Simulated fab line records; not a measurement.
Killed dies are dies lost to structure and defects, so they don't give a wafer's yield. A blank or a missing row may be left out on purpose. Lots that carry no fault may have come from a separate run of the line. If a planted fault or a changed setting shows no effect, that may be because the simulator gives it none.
Commonality check across tools	flow sky130	Sampled: 14 lots, 42 wafers

## REASON FOR OPENING
2 of 14 lots carry a flag on the reading POLY_GATE_CVD_00_THK at SKY_POLY_GATE_THK_MEAS_01. No-fault wafers: 180.5 nm, standard deviation 1.4.
Rule: flag the lot when none of its wafers has a number, or when each of its wafers that has one lies beyond 4 standard deviations from that mean. The other lots count as sound.

lot	measured	on	POLY_GATE_CVD_00_THK (nm), wafer by wafer	flag
L295	day 15 02:05	film-metro-02	179.9 179.7 180.2	
L297	day 15 11:25	film-metro-03	180.0 181.8 181.9	
L298	day 15 12:58	film-metro-02	181.2 181.3 181.8	
L299	day 15 23:48	film-metro-03	258.3 259.2 258.1	FLAGGED
L300	day 16 09:47	film-metro-03	259.8 260.4 259.7	FLAGGED
L310	day 19 17:38	film-metro-02	181.2 183.6 182.2	
L311	day 19 21:40	film-metro-04	180.3 180.4 178.7	
L312	day 20 12:22	film-metro-03	181.4 181.2 181.4	
L313	day 20 16:04	film-metro-04	180.1 181.4 182.0	
L314	day 21 02:09	film-metro-04	180.5 182.9 181.4	
L315	day 21 09:23	film-metro-04	181.3 181.0 179.4	
L316	day 22 03:53	film-metro-04	179.3 178.9 178.9	
L317	day 22 07:11	film-metro-02	181.8 180.1 179.5	
L318	day 22 11:53	film-metro-03	180.7 180.5 179.6	
The numbers of the flagged lots are 259.2 nm on average: +78.8 nm against the usual, or +56 standard deviations.

## EACH LOT AND THE TOOL IT RAN ON
The record keeps 1 process step preceding the reading, out of 708 steps on the route. Read each cell as the tool, then ch plus the chambers that the sampled wafers visited, then the start.
lot	flag	SKY_POLY_GATE_CVD_00
L295		lpcvd-01 ch 1, day 15 00:17
L297		lpcvd-01 ch 1, day 15 10:13
L298		lpcvd-01 ch 1, day 15 11:44
L299	FLAGGED	lpcvd-01 ch 1, day 15 22:35
L300	FLAGGED	lpcvd-01 ch 1, day 16 08:34
L310		lpcvd-01 ch 1, day 19 16:26
L311		lpcvd-01 ch 0, day 19 20:28
L312		lpcvd-01 ch 1, day 20 11:08
L313		lpcvd-01 ch 1, day 20 14:52
L314		lpcvd-01 ch 0, day 21 00:56
L315		lpcvd-01 ch 0, day 21 08:11
L316		lpcvd-01 ch 1, day 22 02:41
L317		lpcvd-01 ch 1, day 22 05:59
L318		lpcvd-01 ch 0, day 22 10:40
These steps, and what they do:
- SKY_POLY_GATE_CVD_00: deposits poly-Si, target thk 180 nm, time 720 s.
- SKY_POLY_GATE_THK_MEAS_01

## FLAGGED OVER TOTAL, TOOL BY TOOL (the gauges that took the reading come last)
step	tool	lots run	flagged	share of the flagged lots	sound lots run after its first flagged lot
SKY_POLY_GATE_CVD_00	lpcvd-01	14	2	all	9 (L310,L311,L312,L313,L314,L315,L316,L317,L318)
SKY_POLY_GATE_THK_MEAS_01	film-metro-02	4	0	none	-
SKY_POLY_GATE_THK_MEAS_01	film-metro-03	5	2	all	2 (L312,L318)
SKY_POLY_GATE_THK_MEAS_01	film-metro-04	5	0	none	-

## WHAT THE TABLE PERMITS
lpcvd-01 at SKY_POLY_GATE_CVD_00 and film-metro-03 at SKY_POLY_GATE_THK_MEAS_01 are the 2 rows of the table that ran each flagged lot.
- lpcvd-01 at SKY_POLY_GATE_CVD_00 ran 14 lots, 2 of them flagged. Sound lots ran on it after the first flagged one (L310, L311, L312, L313, L314, L315, L316, L317, L318), which a lasting fault on the whole tool wouldn't allow.
- film-metro-03 at SKY_POLY_GATE_THK_MEAS_01 ran 5 lots, 2 of them flagged. Sound lots ran on it after the first flagged one (L312, L318), which a lasting fault on the whole tool wouldn't allow.
No row of the table ran every flagged lot and no sound lot after the first.

## WHAT WAS PUT IN BY THE SIMULATOR
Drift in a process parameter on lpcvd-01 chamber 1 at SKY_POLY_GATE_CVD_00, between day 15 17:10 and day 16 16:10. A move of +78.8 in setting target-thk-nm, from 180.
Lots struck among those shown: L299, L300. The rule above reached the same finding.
